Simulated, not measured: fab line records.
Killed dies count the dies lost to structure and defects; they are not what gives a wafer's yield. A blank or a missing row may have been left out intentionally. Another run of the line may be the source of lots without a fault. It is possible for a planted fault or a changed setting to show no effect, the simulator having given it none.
What tool caused it? / flow sfq line / at 1 step of a route of 325, 14 lots with 40 wafers sampled

== WHAT THE GAUGES READ, wafer by wafer ==
Not one reading of a measure or inspect step in the record can be checked against a usual standard deviation.

== WHAT TOOL EACH LOT RAN ON (gives the tool, then ch and the chambers of the sampled wafers, and finally the start) ==
lot=L784; SFQ_TRILAYER_M3_BARC_OPEN_METAL_ETCH_100=rie metal-01 ch 0,1, day 35 11:08
lot=L785; SFQ_TRILAYER_M3_BARC_OPEN_METAL_ETCH_100=rie metal-01 ch 0,1, day 35 15:56
lot=L787; SFQ_TRILAYER_M3_BARC_OPEN_METAL_ETCH_100=rie metal-04 ch 0,1, day 36 01:34
lot=L794; SFQ_TRILAYER_M3_BARC_OPEN_METAL_ETCH_100=rie metal-01 ch 0,1, day 37 06:23
lot=L795; SFQ_TRILAYER_M3_BARC_OPEN_METAL_ETCH_100=rie metal-01 ch 0,1, day 37 08:47
lot=L796; SFQ_TRILAYER_M3_BARC_OPEN_METAL_ETCH_100=rie metal-01 ch 0, day 45 03:24
lot=L797; SFQ_TRILAYER_M3_BARC_OPEN_METAL_ETCH_100=rie metal-01 ch 0,1, day 45 15:25
lot=L798; SFQ_TRILAYER_M3_BARC_OPEN_METAL_ETCH_100=rie metal-01 ch 1, day 45 22:36
lot=L799; SFQ_TRILAYER_M3_BARC_OPEN_METAL_ETCH_100=rie metal-04 ch 0,1, day 46 05:48
lot=L800; SFQ_TRILAYER_M3_BARC_OPEN_METAL_ETCH_100=rie metal-04 ch 0,1, day 46 09:24
lot=L801; SFQ_TRILAYER_M3_BARC_OPEN_METAL_ETCH_100=rie metal-02 ch 0,1, day 48 21:25
lot=L804; SFQ_TRILAYER_M3_BARC_OPEN_METAL_ETCH_100=rie metal-01 ch 0, day 49 23:48
lot=L806; SFQ_TRILAYER_M3_BARC_OPEN_METAL_ETCH_100=rie metal-02 ch 1, day 50 02:13
lot=L807; SFQ_TRILAYER_M3_BARC_OPEN_METAL_ETCH_100=rie metal-01 ch 0,1, day 50 04:36
- SFQ_TRILAYER_M3_BARC_OPEN_METAL_ETCH_100: etches BARC in O2, target depth 125 nm, time 41.7 s.

== WHAT THE TOOLS THEMSELVES READ (means of the sampled wafers that have a number; where no wafer has one, the mark that the record gives instead) ==
SFQ_TRILAYER_M3_BARC_OPEN_METAL_ETCH_100.
lot=L784; tool=rie metal-01; drypump motor current A (A)=5.7; oes product au (a.u.)=0.683; run length s (s)=70.0
lot=L785; tool=rie metal-01; drypump motor current A (A)=5.9; oes product au (a.u.)=0.688; run length s (s)=69.7
lot=L787; tool=rie metal-04; drypump motor current A (A)=5.1; oes product au (a.u.)=0.684; run length s (s)=70.1
lot=L794; tool=rie metal-01; drypump motor current A (A)=5.8; oes product au (a.u.)=0.787; run length s (s)=62.9
lot=L795; tool=rie metal-01; drypump motor current A (A)=5.8; oes product au (a.u.)=0.739; run length s (s)=66.2
lot=L796; tool=rie metal-01; drypump motor current A (A)=6.1; oes product au (a.u.)=0.681; run length s (s)=69.2
lot=L797; tool=rie metal-01; drypump motor current A (A)=5.9; oes product au (a.u.)=0.685; run length s (s)=69.8
lot=L798; tool=rie metal-01; drypump motor current A (A)=5.5; oes product au (a.u.)=0.689; run length s (s)=70.2
lot=L799; tool=rie metal-04; drypump motor current A (A)=5.2; oes product au (a.u.)=0.689; run length s (s)=70.2
lot=L800; tool=rie metal-04; drypump motor current A (A)=5.1; oes product au (a.u.)=0.687; run length s (s)=70.2
lot=L801; tool=rie metal-02; drypump motor current A (A)=6.1; oes product au (a.u.)=0.681; run length s (s)=69.9
lot=L804; tool=rie metal-01; drypump motor current A (A)=6.1; oes product au (a.u.)=0.687; run length s (s)=69.1
lot=L806; tool=rie metal-02; drypump motor current A (A)=5.6; oes product au (a.u.)=0.688; run length s (s)=69.6
lot=L807; tool=rie metal-01; drypump motor current A (A)=5.9; oes product au (a.u.)=0.685; run length s (s)=69.6

== THE ANSWER, worked out from the rows above alone ==
Rule: what is usual is taken from the lots themselves. Put in order of their means at a reading, lots are off if they are a third of the lots or fewer, leave a main group of 4 or more, and stand apart from it by a gap of 3 or more times the standard deviation of the main group's means; of several such gaps the widest counts. The tables above print the reading to a certain number of digits; a main group whose means all agree to those digits is not used. Also off: a lot with no number at a reading for which 4 or more lots have one. Where the step has rows for the other lots, those lots are counted as sound. After the gauges, taken in route order, come the tools' own readings; for these a lot's mean is taken, as printed above. The first step at which some lot is off is used, and at that step the reading that is off furthest; a lot without a number counts as furthest.
Off, at SFQ_TRILAYER_M3_BARC_OPEN_METAL_ETCH_100 on oes product au: L794, L795. For the main group the mean is 0.686 a.u. and the standard deviation 0.0028.
If a tool, at that step or one of the process steps before it, ran each lot that is off and ran no sound lot following the first of them, it fits. Not one of the candidates tried fits.

== WHAT THE SIMULATOR HAD PUT IN ==
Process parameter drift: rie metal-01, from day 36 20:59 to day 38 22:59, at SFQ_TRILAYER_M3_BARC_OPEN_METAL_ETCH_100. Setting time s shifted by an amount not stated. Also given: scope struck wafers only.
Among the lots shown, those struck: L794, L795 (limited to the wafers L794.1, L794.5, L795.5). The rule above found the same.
